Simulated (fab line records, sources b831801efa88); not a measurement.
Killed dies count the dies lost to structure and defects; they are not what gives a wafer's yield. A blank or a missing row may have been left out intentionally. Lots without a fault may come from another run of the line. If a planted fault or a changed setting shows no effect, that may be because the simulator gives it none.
Chamber matching ; flow gf180mcu ; cmp-01 running GF_V5_CMP_04: 4 sister chambers
The step polishes SiO2. 4 wafers are shown with their chamber, then 8 later ones without.

## WAFERS, EACH WITH ITS CHAMBER
wafer;chamber;motor_current_A (A)
L855.6;1;11.4
L856.2;3;10.8
L856.4;0;13.7
L867.2;2;12.9

## WAFERS WHOSE CHAMBER IS MISSING
wafer;motor_current_A (A)
L867.3;11.3
L867.6;11.0
L868.1;11.2
L868.2;10.9
L868.3;13.3
L869.4;12.7
L869.5;10.7
L869.6;13.8

## WHICH CHAMBER EACH ONE RAN IN
wafer;from the rows above;in truth
L867.3;1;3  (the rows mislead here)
L867.6;can't be placed: 3 or 1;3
L868.1;can't be placed: 1 or 3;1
L868.2;3;3
L868.3;can't be placed: 0 or 2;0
L869.4;2;2
L869.5;3;3
L869.6;0;0
Correct placement for 4 of the 8. From these rows, 3 cannot be placed; in 3 the true chamber is one of the candidates. 1 placed wrongly.
How it was worked out, from the rows above alone: a wafer's distance from a chamber is the root of the sum, over the readings, of the square of ((its reading less the chamber's mean) divided by the reading's scatter). The wafer belongs to the nearest chamber; if the next one is less than 2 further off, it can't be placed. Each chamber's mean is taken over the wafers shown for it. The scatter: with one shown wafer a chamber, the root of the mean of the squares of how far each hidden wafer lies from its nearest shown one.
